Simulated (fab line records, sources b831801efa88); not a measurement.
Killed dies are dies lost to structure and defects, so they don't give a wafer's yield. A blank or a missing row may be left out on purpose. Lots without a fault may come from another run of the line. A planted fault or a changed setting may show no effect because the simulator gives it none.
Which tool did it? | flow gf180mcu | 13 lots, 39 wafers sampled, at 2 steps of a route of 602

WHAT THE GAUGES READ, wafer by wafer
GF_V1_BOW_MEAS_05.
lot  | measured     | on            | V1_BOW (um)
L243 | day 17 03:35 | film_metro-02 | 81 89 88
L244 | day 17 14:25 | film_metro-03 | 94 83 78
L245 | day 17 23:52 | film_metro-02 | 83 86 76
L246 | day 18 09:26 | film_metro-01 | 80 75 82
L248 | day 19 17:59 | film_metro-01 | 94 78 75
L253 | day 21 00:45 | film_metro-02 | 97 85 86 - - -
L257 | day 22 12:00 | film_metro-02 | 89 89 86
L261 | day 23 16:49 | film_metro-01 | 87 89 93
L262 | day 24 07:39 | film_metro-02 | 73 80 87
L263 | day 24 11:39 | film_metro-01 | 87 82 87
L265 | day 25 01:11 | film_metro-01 | 76 77 67
L266 | day 25 11:14 | film_metro-01 | 79 99 91
L260 | day 26 05:38 | film_metro-03 | 90 84 86

WHICH TOOL RAN EACH LOT (tool, then ch and the chambers of the sampled wafers, then the start)
lot  | GF_V1_CMP_04
L243 | cmp-02 ch 0,1,3, day 17 03:17
L244 | cmp-02 ch 0,1,2, day 17 14:10
L245 | cmp-02 ch 1,3, day 17 23:37
L246 | cmp-02 ch 0,1, day 18 09:08
L248 | cmp-02 ch 0,1,2, day 19 17:41
L253 | cmp-02 ch 0,3, day 21 00:27
L257 | cmp-01 ch 1,3, day 22 11:45
L261 | cmp-01 ch 0,2, day 23 16:30
L262 | cmp-02 ch 2,3, day 24 07:20
L263 | cmp-01 ch 0,2,3, day 24 11:21
L265 | cmp-02 ch 1,2,3, day 25 00:56
L266 | cmp-02 ch 1,2,3, day 25 11:02
L260 | cmp-02 ch 2,3, day 26 05:20
- GF_V1_CMP_04: polishes SiO2.

WHAT THE TOOLS THEMSELVES READ (means of the sampled wafers that have a number; where no wafer has one, the mark that the record gives instead)
GF_V1_CMP_04.
lot  | tool   | motor_current_A (A) | time_to_endpoint_s (s)
L243 | cmp-02 | 12.0                | 74
L244 | cmp-02 | 12.5                | 78
L245 | cmp-02 | 11.9                | 79
L246 | cmp-02 | 12.3                | 75
L248 | cmp-02 | 12.3                | 84
L253 | cmp-02 | 11.8                | 46
L257 | cmp-01 | 11.7                | 77
L261 | cmp-01 | 11.7                | 83
L262 | cmp-02 | 12.0                | 92
L263 | cmp-01 | 11.8                | 76
L265 | cmp-02 | 12.3                | 76
L266 | cmp-02 | 12.7                | 75
L260 | cmp-02 | 12.2                | 88

THE ANSWER, worked out from the rows above alone
Rule: what is usual is taken from the lots themselves. Put in order of their means at a reading, lots are off if they are a third of the lots or fewer, leave a main group of 4 or more, and stand apart from it by a gap of 3 or more times the standard deviation of the main group's means; of several such gaps the widest counts. A main group whose means are all the same, to the digits that the tables above print for the reading, isn't used. A lot without any number at a reading at which 4 lots or more have one is off too. The other lots that the step has rows for count as sound. The gauges are gone through in route order, then the tools' own readings, and for those a lot's mean is taken as printed above. The first step at which some lot is off is used, and at that step the reading that is off furthest; a lot without a number counts as furthest.
Off: L253, at GF_V1_CMP_04 (time_to_endpoint_s). The main group: mean 80 s, standard deviation 5.5.
A tool fits if, at that step or a process step before it, it ran every lot that is off, and no sound lot after the first of them. None of those tried fits.

WHAT THE SIMULATOR HAD PUT IN
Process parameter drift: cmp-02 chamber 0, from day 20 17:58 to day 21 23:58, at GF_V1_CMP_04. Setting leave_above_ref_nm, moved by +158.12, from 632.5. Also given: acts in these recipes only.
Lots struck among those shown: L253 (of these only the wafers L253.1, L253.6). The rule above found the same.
